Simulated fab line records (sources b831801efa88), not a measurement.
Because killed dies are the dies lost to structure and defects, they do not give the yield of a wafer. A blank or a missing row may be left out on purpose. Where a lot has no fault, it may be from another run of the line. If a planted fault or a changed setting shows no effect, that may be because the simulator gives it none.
2 desks, one fault | flow sky130 | only its own numbers are on each desk; what lay behind them is given at the end

FOR THE TOOL OWNER'S DESK: implanter-04
SKY_SD_N_IMPLANT_09, tool's own readings: per-lot mean of the sampled wafers with a number, covering each lot this tool ran. Any lot whose mean is over 4 standard deviations away from the usual mean is out of limits and marked OUT; that distance is given in the brackets.
Columns: A = beam on s at SKY_SD_N_IMPLANT_09, usual 15.5 s; B = dose ions cm2 at SKY_SD_N_IMPLANT_09, usual 4e+15; C = end station pressure torr at SKY_SD_N_IMPLANT_09, usual 1.52e-05 Torr; D = faraday current uA at SKY_SD_N_IMPLANT_09, usual 14096
lot  | first seen here | A               | B                       | C        | D
L943 | day 28 08:37    | 13.9            | 4e+15                   | 1.70e-05 | 15551
L946 | day 29 16:25    | 13.9            | 4e+15                   | 1.67e-05 | 15549
L956 | day 33 13:34    | 10.1 (-4.2) OUT | 1e+15 (-99 or more) OUT | 9.87e-06 | 5981 (-6.8) OUT
L959 | day 33 15:12    | 10.2 (-4.1) OUT | 1e+15 (-99 or more) OUT | 9.87e-06 | 5870 (-6.9) OUT
Finding of this desk: L956, L959 out of limits; the first was L956 at day 33 13:34, on beam on s at SKY_SD_N_IMPLANT_09. In limits: L943, L946.

METROLOGY DESK
What the gauges read, lot by lot, whatever tool the lot ran on: means of the sampled wafers that have a number. Any lot whose mean is over 4 standard deviations away from the usual mean is out of limits and marked OUT; that distance is given in the brackets.
Columns: A = SD_N_TW at SKY_SD_N_TW_MEAS_12, usual 3970; B = SD_N_RS at SKY_SD_N_RS_MEAS_16, usual 68.62 ohm/sq; C = VIA1_W_RS at SKY_VIA1_RS_MEAS_22, usual 0.428 ohm/sq; D = VIA1_W_THK at SKY_VIA1_THK_MEAS_23, usual 275 nm
lot  | first seen here | A               | B                        | C     | D
L943 | day 28 09:00    | 4007            | 68.66                    | 0.432 | 275
L946 | day 29 16:49    | 3958            | 68.55                    | 0.425 | 277
L947 | day 30 02:34    | 3959            | 68.90                    | 0.424 | 279
L949 | day 30 03:04    | 4002            | 68.59                    | 0.426 | 278
L951 | day 31 18:19    | 3950            | 68.53                    | 0.428 | 273
L956 | day 33 13:57    | 3761 (-7.2) OUT | 103.00 (+99 or more) OUT | 0.429 | 271
L959 | day 33 15:33    | 3677 (-10) OUT  | 103.57 (+99 or more) OUT | 0.429 | 275
L960 | day 33 21:44    | 3934            | 68.55                    | 0.431 | 271
L963 | day 34 18:02    | 3942            | 68.57                    | 0.428 | 278
L965 | day 35 09:07    | 3978            | 68.64                    | 0.427 | 279
Per this desk, out of limits: L956, L959; the first was L956, day 33 13:57 (SD_N_TW at SKY_SD_N_TW_MEAS_12). In limits: L943, L946, L947, L949, L951, L960, L963, L965.

TAKEN TOGETHER
The tool owner's desk could have raised an alarm at day 33 13:34, on L956, L959.
On L956, L959, the metrology desk was in a position to raise an alarm at day 33 13:57.
All the named lots went through SKY_SD_N_IMPLANT_09 on implanter-04.

WHAT HAD BEEN PUT IN BY THE SIMULATOR
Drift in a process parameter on implanter-04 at SKY_SD_N_IMPLANT_09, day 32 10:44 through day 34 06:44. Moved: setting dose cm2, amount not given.
Shown lots that were struck: L956, L959.
Fault start to first reading out of limits, in hours, per desk: tool owner, 27; metrology, 27.
